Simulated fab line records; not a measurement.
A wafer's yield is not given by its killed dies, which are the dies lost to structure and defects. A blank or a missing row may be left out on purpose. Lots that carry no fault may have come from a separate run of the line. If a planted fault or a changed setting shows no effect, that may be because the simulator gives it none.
fab line records    flow sky130    part 1 of 2: steps 1 to 24 of 33
[record] lots = 5  wafers = 15  lastDay = 50
route steps=708 shown LDD_N@243 LDD_P@255 LDD_HVN@267
lots that met no fault: taken from a fault-free run of the same line
startH: hours from the record's opening day to when the first of the lot's shown wafers began    waitH: hours since the lot's step before    " identical to the entry in the row above    L1.1+2: one row covering several wafers at once    - no value, or no start was given    * or withheld: withheld    < > ~ a bound
route shown NAME@n: names a module that has steps shown in the file, with the first one's number in the route    usual: mean/standard deviation of fault-free wafers    same: alike in all rows    chamber/n: place in a boat    sites: each site's reading    _std_site: how widely they spread, as a standard deviation    _edge_site: outer sites' mean less inner sites'    radiusMm: for every site, how far away it sits from the centre of the wafer    mask NAME#n: copy n    behind: the most recent tool/chamber to have shaped the wafer    hold: why the lot went on hold/how many hours it stayed there/how the hold came to an end    device: transistor that didn't switch, given as n, p or np    end of line: at the end of the route, the tests of the same wafers    where a step has no rows: the recipe by itself    killed: at the first sort, the dies lost to defects and structure; wafer yield is something else    map: a wafer's dies, x killed, . not, _ none there
set.NAME: the setting that was run; set.NAME@STEP: the one run at that earlier step    model.NAME: the simulator's own value behind a step, which no gauge read
lots at selected steps of the route; one table per step, one row per wafer
services: from which hour (startH, from the record's first day; less than 0 if before it) a tool's chamber was out of use, for how many hours, and why
[[steps]]
[step SKY_LDD_N_DEVELOP_06]
[recipe] developTimeS = 60  devTempC = 23
[usual] resistLineTempC = 23.01/0.1
lot.wafer  tool           chamber  startH  waitH  resistLineTempC
L074.3     lithoTrack-02  0        397.90  0.1    22.96
L074.5     "              0        "       "      22.82
L074.6     "              0        "       "      22.86
L087.1     lithoTrack-04  0        535.44  0.1    23.31
L087.4     "              0        "       "      23.19
L087.5     "              0        "       "      23.09
L090.1     lithoTrack-02  0        556.05  0.1    22.87
L090.3     "              0        "       "      22.98
L090.6     "              0        "       "      22.93
L092.2     lithoTrack-01  0        560.38  0.1    22.98
L092.5     "              0        "       "      23.08
L092.6     "              0        "       "      22.92
L096.2     lithoTrack-01  0        593.43  0.1    23.21
L096.3     "              0        "       "      22.94
L096.4     "              0        "       "      22.97
[step SKY_LDD_N_OVL_MEAS_07]
[usual] LDD_N_OVL = -0.1/1.3
lot.wafer  tool        chamber  startH  waitH  LDD_N_OVL[nm]
L074.3     overlay-02  -        398.01  0.1    -0.1
L074.5     "           -        "       "      -1.3
L074.6     "           -        "       "      0.1
L087.1     overlay-02  -        535.59  0.1    1.2
L087.4     "           -        "       "      0.1
L087.5     "           -        "       "      1.1
L090.1     overlay-02  -        556.20  0.1    -0.9
L090.3     "           -        "       "      -0.8
L090.6     "           -        "       "      -0.2
L092.2     overlay-01  -        560.51  0.1    -1.1
L092.5     "           -        "       "      -1.2
L092.6     "           -        "       "      -1.8
L096.2     overlay-02  -        593.56  0.1    -0.9
L096.3     "           -        "       "      -0.4
L096.4     "           -        "       "      -0.8
[step SKY_LDD_N_IMPLANT_08]
[recipe] species = As  energyKev = 20  doseCm2 = 7.5e+13  tiltDeg = withheld  rotationDeg = 23
[usual] beamEnergyKeV = 20.000/0.0058
lot.wafer  tool          chamber  startH  waitH  beamEnergyKeV
L074.3     implanter-04  0        398.08  0.1    19.995
L074.5     "             0        "       "      19.998
L074.6     "             0        "       "      19.998
L087.1     implanter-04  0        535.62  0.0    20.001
L087.4     "             0        "       "      20.002
L087.5     "             0        "       "      20.001
L090.1     implanter-04  0        556.23  0.0    20.010
L090.3     "             0        "       "      19.999
L090.6     "             0        "       "      20.008
L092.2     implanter-02  0        560.57  0.0    20.000
L092.5     "             0        "       "      20.001
L092.6     "             0        "       "      19.994
L096.2     implanter-04  0        593.62  0.0    19.995
L096.3     "             0        "       "      20.007
L096.4     "             0        "       "      20.001
[step SKY_LDD_N_IMPLANT_09]
[recipe] species = As  energyKev = 20  doseCm2 = 7.5e+13  tiltDeg = withheld  rotationDeg = 113
[usual] beamEnergyKeV = 20.001/0.0061
lot.wafer  tool          chamber  startH  waitH  beamEnergyKeV
L074.3     implanter-04  0        398.23  0.1    19.997
L074.5     "             0        "       "      19.993
L074.6     "             0        "       "      19.996
L087.1     implanter-04  0        535.77  0.1    20.005
L087.4     "             0        "       "      20.002
L087.5     "             0        "       "      20.000
L090.1     implanter-04  0        556.38  0.1    19.994
L090.3     "             0        "       "      19.986
L090.6     "             0        "       "      19.990
L092.2     implanter-02  0        560.72  0.1    20.006
L092.5     "             0        "       "      20.004
L092.6     "             0        "       "      20.007
L096.2     implanter-04  0        593.77  0.1    20.009
L096.3     "             0        "       "      20.007
L096.4     "             0        "       "      20.008
[step SKY_LDD_N_IMPLANT_10]
[recipe] species = As  energyKev = 20  doseCm2 = 7.5e+13  tiltDeg = withheld  rotationDeg = 203
[usual] beamEnergyKeV = 20.000/0.0061
lot.wafer  tool          chamber  startH  waitH  beamEnergyKeV
L074.3     implanter-04  0        398.38  0.1    19.994
L074.5     "             0        "       "      20.012
L074.6     "             0        "       "      20.005
L087.1     implanter-04  0        535.92  0.1    19.993
L087.4     "             0        "       "      20.000
L087.5     "             0        "       "      20.007
L090.1     implanter-04  0        556.53  0.1    20.001
L090.3     "             0        "       "      20.007
L090.6     "             0        "       "      20.000
L092.2     implanter-02  0        560.87  0.1    19.993
L092.5     "             0        "       "      19.994
L092.6     "             0        "       "      20.008
L096.2     implanter-04  0        593.92  0.1    20.002
L096.3     "             0        "       "      20.009
L096.4     "             0        "       "      20.004
[step SKY_LDD_N_IMPLANT_11]
[recipe] species = As  energyKev = 20  doseCm2 = 7.5e+13  tiltDeg = withheld  rotationDeg = 293
[usual] beamEnergyKeV = 20.000/0.0059
lot.wafer  tool          chamber  startH  waitH  beamEnergyKeV
L074.3     implanter-04  0        398.53  0.1    19.997
L074.5     "             0        "       "      19.993
L074.6     "             0        "       "      19.998
L087.1     implanter-04  0        536.07  0.1    19.999
L087.4     "             0        "       "      19.999
L087.5     "             0        "       "      20.005
L090.1     implanter-04  0        556.68  0.1    19.994
L090.3     "             0        "       "      20.008
L090.6     "             0        "       "      20.008
L092.2     implanter-02  0        561.02  0.1    20.002
L092.5     "             0        "       "      19.999
L092.6     "             0        "       "      19.993
L096.2     implanter-04  0        594.07  0.1    20.009
L096.3     "             0        "       "      20.003
L096.4     "             0        "       "      20.007
[step SKY_LDD_N_IMPLANT_12]
[recipe] species = BF2  energyKev = 50  doseCm2 = 5e+12  tiltDeg = 30  rotationDeg = 0
[usual] beamEnergyKeV = 50.001/0.015  tiltDeg = 30.000/0.019
lot.wafer  tool          chamber  startH  waitH  beamEnergyKeV  tiltDeg
L074.3     implanter-04  0        398.68  0.1    50.018         30.003
L074.5     "             0        "       "      50.012         30.018
L074.6     "             0        "       "      49.996         30.013
L087.1     implanter-04  0        536.22  0.1    49.978         29.979
L087.4     "             0        "       "      50.006         30.005
L087.5     "             0        "       "      49.964         29.992
L090.1     implanter-04  0        556.83  0.1    49.991         29.962
L090.3     "             0        "       "      49.977         29.968
L090.6     "             0        "       "      49.985         30.006
L092.2     implanter-02  0        561.17  0.1    49.998         30.011
L092.5     "             0        "       "      49.996         29.994
L092.6     "             0        "       "      49.993         29.990
L096.2     implanter-04  0        594.22  0.1    49.990         29.975
L096.3     "             0        "       "      49.976         30.012
L096.4     "             0        "       "      49.984         29.991
[step SKY_LDD_N_IMPLANT_13]
[recipe] species = BF2  energyKev = 50  doseCm2 = 5e+12  tiltDeg = 30  rotationDeg = 90
[usual] beamEnergyKeV = 49.996/0.018  tiltDeg = 29.999/0.021
lot.wafer  tool          chamber  startH  waitH  beamEnergyKeV  tiltDeg
L074.3     implanter-04  0        398.83  0.1    49.986         30.004
L074.5     "             0        "       "      49.981         29.972
L074.6     "             0        "       "      49.989         30.021
L087.1     implanter-04  0        536.37  0.1    49.985         29.941
L087.4     "             0        "       "      49.981         29.961
L087.5     "             0        "       "      50.005         29.980
L090.1     implanter-04  0        556.98  0.1    49.996         29.953
L090.3     "             0        "       "      49.970         29.961
L090.6     "             0        "       "      49.998         29.960
L092.2     implanter-02  0        561.32  0.1    49.982         29.989
L092.5     "             0        "       "      49.945         29.995
L092.6     "             0        "       "      49.982         29.984
L096.2     implanter-04  0        594.37  0.1    50.010         30.011
L096.3     "             0        "       "      50.001         30.004
L096.4     "             0        "       "      49.976         30.017
[step SKY_LDD_N_IMPLANT_14]
[recipe] species = BF2  energyKev = 50  doseCm2 = 5e+12  tiltDeg = 30  rotationDeg = 180
[usual] beamEnergyKeV = 49.998/0.016  tiltDeg = 29.997/0.019
lot.wafer  tool          chamber  startH  waitH  beamEnergyKeV  tiltDeg
L074.3     implanter-04  0        398.98  0.1    49.987         30.006
L074.5     "             0        "       "      49.984         30.027
L074.6     "             0        "       "      50.000         29.995
L087.1     implanter-04  0        536.52  0.1    49.981         30.006
L087.4     "             0        "       "      49.982         29.976
L087.5     "             0        "       "      49.978         30.018
L090.1     implanter-04  0        557.13  0.1    49.996         30.003
L090.3     "             0        "       "      49.983         29.989
L090.6     "             0        "       "      50.009         29.993
L092.2     implanter-02  0        561.47  0.1    49.993         29.999
L092.5     "             0        "       "      49.986         29.984
L092.6     "             0        "       "      50.011         30.007
L096.2     implanter-04  0        594.52  0.1    49.997         29.989
L096.3     "             0        "       "      50.030         29.988
L096.4     "             0        "       "      50.017         29.973
[step SKY_LDD_N_IMPLANT_15]
[recipe] species = BF2  energyKev = 50  doseCm2 = 5e+12  tiltDeg = 30  rotationDeg = 270
[usual] beamEnergyKeV = 50.001/0.015  tiltDeg = 30.002/0.022
lot.wafer  tool          chamber  startH  waitH  beamEnergyKeV  tiltDeg
L074.3     implanter-04  0        399.13  0.1    49.974         29.957
L074.5     "             0        "       "      49.984         30.006
L074.6     "             0        "       "      49.978         29.991
L087.1     implanter-04  0        536.67  0.1    49.986         29.975
L087.4     "             0        "       "      50.007         29.980
L087.5     "             0        "       "      50.010         29.966
L090.1     implanter-04  0        557.28  0.1    50.018         30.015
L090.3     "             0        "       "      49.960         30.019
L090.6     "             0        "       "      49.992         29.986
L092.2     implanter-02  0        561.62  0.1    50.013         30.013
L092.5     "             0        "       "      50.004         29.996
L092.6     "             0        "       "      50.025         30.006
L096.2     implanter-04  0        594.67  0.1    49.975         30.007
L096.3     "             0        "       "      50.012         30.013
L096.4     "             0        "       "      50.009         30.029
[step SKY_LDD_N_STRIP_16]
[recipe] chemistry = O2/N2  powerW = 1400  pressureMtorr = 1500  platenTempC = withheld  o2FlowSccm = 3000  n2FlowSccm = 300  overashFraction = 0.5
[usual] drypumpMotorCurrentA = 5.77/0.08  o2FlowSccm = 2999/9.3  oesProductAu = 0.407/0.0045  stripTimeToEndpointS = 4.326/0.014
[same] overashFraction = 0.5
lot.wafer  tool            chamber  startH  waitH  drypumpMotorCurrentA  o2FlowSccm  oesProductAu  rfHoursCounterH  stripTimeToEndpointS
L074.3     plasmaAsher-01  1        399.27  0.1    5.79                  3007        0.406         -                4.338
L074.5     "               0        "       "      5.84                  2992        0.406         -                4.330
L074.6     "               1        "       "      5.77                  3002        0.411         -                4.315
L087.1     plasmaAsher-01  1        536.82  0.1    5.78                  3010        0.407         83               4.329
L087.4     "               1        "       "      5.79                  3004        0.402         -                4.329
L087.5     "               1        "       "      5.78                  3005        0.406         -                4.324
L090.1     plasmaAsher-04  1        557.43  0.1    5.78                  3002        0.406         12               4.322
L090.3     "               1        "       "      5.79                  2997        0.402         -                4.328
L090.6     "               0        "       "      5.72                  3000        0.396         -                4.328
L092.2     plasmaAsher-01  0        561.74  0.1    5.84                  3010        0.406         85               4.323
L092.5     "               1        "       "      5.79                  3001        0.408         -                4.289
L092.6     "               0        "       "      5.84                  3003        0.407         -                4.337
L096.2     plasmaAsher-04  0        594.79  0.1    5.67                  2999        0.413         17               4.329
L096.3     "               1        "       "      5.81                  3008        0.409         -                4.310
L096.4     "               0        "       "      5.70                  3004        0.414         -                4.316
[step SKY_LDD_N_TW_MEAS_17]
[usual] LDD_N_TW = 2568/13
lot.wafer  tool          chamber  startH  waitH  LDD_N_TW
L074.3     filmMetro-03  -        399.35  0.1    2573
L074.5     "             -        "       "      2581
L074.6     "             -        "       "      2564
L087.1     filmMetro-03  -        536.92  0.1    2577
L087.4     "             -        "       "      2570
L087.5     "             -        "       "      2594
L090.1     filmMetro-03  -        557.53  0.1    2563
L090.3     "             -        "       "      2547
L090.6     "             -        "       "      2555
L092.2     filmMetro-02  -        561.85  0.1    2568
L092.5     "             -        "       "      2550
L092.6     "             -        "       "      2554
L096.2     filmMetro-03  -        594.90  0.1    2587
L096.3     "             -        "       "      2586
L096.4     "             -        "       "      2593
[step SKY_LDD_P_DEHYDRATE_00]
[recipe] tempC = 200  timeS = 60
[usual] resistLineTempC = 23.00/0.11
lot.wafer  tool           chamber  startH  waitH  resistLineTempC
L074.3     lithoTrack-02  0        413.75  14.4   23.07
L074.5     "              0        "       "      23.10
L074.6     "              0        "       "      23.04
L087.1     lithoTrack-01  0        551.81  14.9   22.85
L087.4     "              0        "       "      22.94
L087.5     "              0        "       "      23.00
L090.1     lithoTrack-03  0        571.58  14.0   23.07
L090.3     "              0        "       "      22.99
L090.6     "              0        "       "      23.07
L092.2     lithoTrack-03  0        576.41  14.5   23.04
L092.5     "              0        "       "      22.78
L092.6     "              0        "       "      22.88
L096.2     lithoTrack-02  0        608.72  13.8   22.87
L096.3     "              0        "       "      22.93
L096.4     "              0        "       "      23.03
[step SKY_LDD_P_HMDS_01]
[recipe] primeTimeS = 60  primeTempC = 120
[usual] resistLineTempC = 22.98/0.12
lot.wafer  tool           chamber  startH  waitH  resistLineTempC
L074.3     lithoTrack-02  0        413.90  0.1    22.97
L074.5     "              0        "       "      22.95
L074.6     "              0        "       "      23.07
L087.1     lithoTrack-01  0        551.96  0.1    23.07
L087.4     "              0        "       "      23.05
L087.5     "              0        "       "      22.99
L090.1     lithoTrack-03  0        571.73  0.1    23.05
L090.3     "              0        "       "      22.98
L090.6     "              0        "       "      22.99
L092.2     lithoTrack-03  0        576.56  0.1    23.18
L092.5     "              0        "       "      23.03
L092.6     "              0        "       "      22.97
L096.2     lithoTrack-02  0        608.87  0.1    22.83
L096.3     "              0        "       "      22.84
L096.4     "              0        "       "      22.85
[step SKY_LDD_P_COAT_02]
[recipe] resist = NOVOLAK  spinRpm = 3074  resistThkNm = 1140
[usual] resistLineTempC = 23.01/0.094
lot.wafer  tool           chamber  startH  waitH  resistLineTempC
L074.3     lithoTrack-02  0        414.05  0.1    22.79
L074.5     "              0        "       "      22.87
L074.6     "              0        "       "      22.85
L087.1     lithoTrack-01  0        552.11  0.1    22.98
L087.4     "              0        "       "      22.82
L087.5     "              0        "       "      22.94
L090.1     lithoTrack-03  0        571.88  0.1    23.00
L090.3     "              0        "       "      23.00
L090.6     "              0        "       "      23.14
L092.2     lithoTrack-03  0        576.71  0.1    23.14
L092.5     "              0        "       "      23.13
L092.6     "              0        "       "      22.92
L096.2     lithoTrack-02  0        609.02  0.1    23.16
L096.3     "              0        "       "      22.99
L096.4     "              0        "       "      23.07
[step SKY_LDD_P_SOFTBAKE_03]
[recipe] tempC = 90  timeS = 60  resist = NOVOLAK
[usual] resistLineTempC = 23.00/0.11
lot.wafer  tool           chamber  startH  waitH  resistLineTempC
L074.3     lithoTrack-02  0        414.20  0.1    22.96
L074.5     "              0        "       "      23.01
L074.6     "              0        "       "      22.93
L087.1     lithoTrack-01  0        552.26  0.1    23.01
L087.4     "              0        "       "      23.04
L087.5     "              0        "       "      22.95
L090.1     lithoTrack-03  0        572.03  0.1    22.96
L090.3     "              0        "       "      22.89
L090.6     "              0        "       "      23.13
L092.2     lithoTrack-03  0        576.86  0.1    22.94
L092.5     "              0        "       "      22.91
L092.6     "              0        "       "      22.93
L096.2     lithoTrack-02  0        609.17  0.1    22.88
L096.3     "              0        "       "      23.10
L096.4     "              0        "       "      23.03
[step SKY_LDD_P_EXPOSE_04]
[recipe] maskId = PSDM  na = 0.6  sourceShape = conventional  sigmaOuter = 0.6  polarization = unpolarized  targetCdNm = 380  doseMj = 138
[usual] exposureDoseMJCm2 = 137.92/0.16  stageVelMmS = 499.97/0.28
lot.wafer  tool             chamber  startH  waitH  mask    exposureDoseMJCm2  stageVelMmS
L074.3     ilineStepper-01  0        -       -      PSDM#0  138.27             500.23
L074.5     "                0        "       "      PSDM#0  138.03             500.38
L074.6     "                0        "       "      PSDM#0  138.02             500.58
L087.1     ilineStepper-02  0        -       -      PSDM#0  137.81             499.79
L087.4     "                0        "       "      PSDM#0  137.82             499.86
L087.5     "                0        "       "      PSDM#0  137.89             499.86
L090.1     ilineStepper-02  0        -       -      PSDM#0  138.00             499.83
L090.3     "                0        "       "      PSDM#0  137.69             500.19
L090.6     "                0        "       "      PSDM#0  138.06             500.29
L092.2     ilineStepper-02  0        -       -      PSDM#0  137.72             500.07
L092.5     "                0        "       "      PSDM#0  137.91             500.21
L092.6     "                0        "       "      PSDM#0  137.68             499.99
L096.2     ilineStepper-01  0        -       -      PSDM#0  137.74             499.75
L096.3     "                0        "       "      PSDM#0  137.95             499.82
L096.4     "                0        "       "      PSDM#0  137.93             499.96
[step SKY_LDD_P_PEB_05]
[recipe] tempC = withheld  timeS = *  resist = NOVOLAK
[usual] resistLineTempC = *
lot.wafer  tool           chamber  startH  waitH  resistLineTempC
L074.3     lithoTrack-01  0        -       -      *
L074.5     "              0        "       "      *
L074.6     "              0        "       "      *
L087.1     lithoTrack-03  0        -       -      *
L087.4     "              0        "       "      *
L087.5     "              0        "       "      *
L090.1     lithoTrack-03  0        -       -      *
L090.3     "              0        "       "      *
L090.6     "              0        "       "      *
L092.2     lithoTrack-03  0        -       -      *
L092.5     "              0        "       "      *
L092.6     "              0        "       "      *
L096.2     lithoTrack-03  0        -       -      *
L096.3     "              0        "       "      *
L096.4     "              0        "       "      *
[step SKY_LDD_P_DEVELOP_06]
[recipe] resist = NOVOLAK  developer = TMAH  developTimeS = 60  devTempC = 23
[usual] resistLineTempC = 22.97/0.1
lot.wafer  tool           chamber  startH  waitH  resistLineTempC
L074.3     lithoTrack-01  0        429.41  0.1    22.95
L074.5     "              0        "       "      22.91
L074.6     "              0        "       "      23.05
L087.1     lithoTrack-03  0        566.83  0.1    23.18
L087.4     "              0        "       "      23.08
L087.5     "              0        "       "      23.06
L090.1     lithoTrack-03  0        586.98  0.1    23.15
L090.3     "              0        "       "      23.01
L090.6     "              0        "       "      23.12
L092.2     lithoTrack-03  0        591.06  0.1    22.92
L092.5     "              0        "       "      22.92
L092.6     "              0        "       "      22.85
L096.2     lithoTrack-03  0        623.56  0.1    22.98
L096.3     "              0        "       "      22.94
L096.4     "              0        "       "      22.79
[step SKY_LDD_P_CD_MEAS_07]
[recipe] targetCdNm = 380
[usual] cdNm = 382.6/2.5
lot.wafer  tool      chamber  startH  waitH  cdNm
L074.3     cdSem-01  -        429.55  0.1    382.3
L074.5     "         -        "       "      381.5
L074.6     "         -        "       "      383.2
L087.1     cdSem-02  -        566.98  0.1    380.3
L087.4     "         -        "       "      379.6
L087.5     "         -        "       "      380.1
L090.1     cdSem-02  -        587.13  0.1    381.2
L090.3     "         -        "       "      385.1
L090.6     "         -        "       "      384.6
L092.2     cdSem-01  -        591.20  0.1    380.5
L092.5     "         -        "       "      381.8
L092.6     "         -        "       "      381.3
L096.2     cdSem-01  -        623.70  0.1    380.1
L096.3     "         -        "       "      377.9
L096.4     "         -        "       "      380.7
[step SKY_LDD_P_OVL_MEAS_08]
[usual] LDD_P_OVL = -0.3/1.5
lot.wafer  tool        chamber  startH  waitH  LDD_P_OVL[nm]
L074.3     overlay-02  -        429.64  0.1    0.4
L074.5     "           -        "       "      -0.9
L074.6     "           -        "       "      0.5
L087.1     overlay-02  -        567.10  0.1    -0.9
L087.4     "           -        "       "      1.1
L087.5     "           -        "       "      0.1
L090.1     overlay-02  -        587.25  0.1    -1.5
L090.3     "           -        "       "      -1.1
L090.6     "           -        "       "      -0.1
L092.2     overlay-01  -        591.31  0.1    -2.1
L092.5     "           -        "       "      -1.1
L092.6     "           -        "       "      -2.4
L096.2     overlay-01  -        623.81  0.1    -0.8
L096.3     "           -        "       "      -0.1
L096.4     "           -        "       "      -1.3
[step SKY_LDD_P_IMPLANT_09]
[recipe] species = BF2  energyKev = 25  doseCm2 = 1e+13  tiltDeg = withheld
[usual] beamEnergyKeV = 25.003/0.0076
lot.wafer  tool          chamber  startH  waitH  beamEnergyKeV
L074.3     implanter-03  0        429.71  0.1    24.994
L074.5     "             0        "       "      25.004
L074.6     "             0        "       "      24.996
L087.1     implanter-02  0        567.14  0.0    25.000
L087.4     "             0        "       "      24.997
L087.5     "             0        "       "      25.012
L090.1     implanter-03  0        587.29  0.0    24.995
L090.3     "             0        "       "      25.015
L090.6     "             0        "       "      24.989
L092.2     implanter-03  0        591.36  0.0    25.001
L092.5     "             0        "       "      24.998
L092.6     "             0        "       "      24.996
L096.2     implanter-03  0        623.86  0.0    24.982
L096.3     "             0        "       "      24.989
L096.4     "             0        "       "      24.997
[step SKY_LDD_P_STRIP_10]
[recipe] chemistry = O2/N2  powerW = 1400  pressureMtorr = 1500  platenTempC = withheld  o2FlowSccm = 3000  n2FlowSccm = 300  overashFraction = 0.5
[usual] drypumpMotorCurrentA = 5.78/0.12  o2FlowSccm = 2998/7.8  oesProductAu = 0.716/0.0044  stripTimeToEndpointS = 14.01/0.05
[same] overashFraction = 0.5
lot.wafer  tool            chamber  startH  waitH  drypumpMotorCurrentA  o2FlowSccm  oesProductAu  rfHoursCounterH  stripTimeToEndpointS
L074.3     plasmaAsher-01  0        429.85  0.1    5.82                  2987        0.721         -                14.06
L074.5     "               1        "       "      5.77                  2994        0.716         -                14.07
L074.6     "               0        "       "      5.84                  2991        0.715         -                14.05
L087.1     plasmaAsher-01  0        567.29  0.1    5.82                  3004        0.718         85               14.04
L087.4     "               1        "       "      5.77                  2997        0.715         -                14.06
L087.5     "               0        "       "      5.83                  3000        0.713         -                14.03
L090.1     plasmaAsher-01  0        587.44  0.1    5.84                  2985        0.711         88               14.07
L090.3     "               1        "       "      5.77                  2990        0.723         -                14.03
L090.6     "               1        "       "      5.76                  3001        0.720         -                14.06
L092.2     plasmaAsher-01  0        591.49  0.1    5.85                  2995        0.712         88               13.95
L092.5     "               1        "       "      5.79                  2993        0.710         -                13.93
L092.6     "               0        "       "      5.85                  3007        0.720         -                13.96
L096.2     plasmaAsher-04  0        623.99  0.1    5.73                  3003        0.710         20               14.09
L096.3     "               0        "       "      5.69                  3010        0.724         -                14.06
L096.4     "               1        "       "      5.79                  2994        0.714         -                14.05
[step SKY_LDD_P_TW_MEAS_11]
[usual] LDD_P_TW = 634/6.3
lot.wafer  tool          chamber  startH  waitH  LDD_P_TW
L074.3     filmMetro-04  -        429.93  0.1    647
L074.5     "             -        "       "      641
L074.6     "             -        "       "      643
L087.1     filmMetro-01  -        567.39  0.1    634
L087.4     "             -        "       "      633
L087.5     "             -        "       "      630
L090.1     filmMetro-01  -        587.54  0.1    628
L090.3     "             -        "       "      632
L090.6     "             -        "       "      627
L092.2     filmMetro-01  -        591.60  0.1    631
L092.5     "             -        "       "      628
L092.6     "             -        "       "      627
L096.2     filmMetro-04  -        624.10  0.1    644
L096.3     "             -        "       "      639
L096.4     "             -        "       "      643
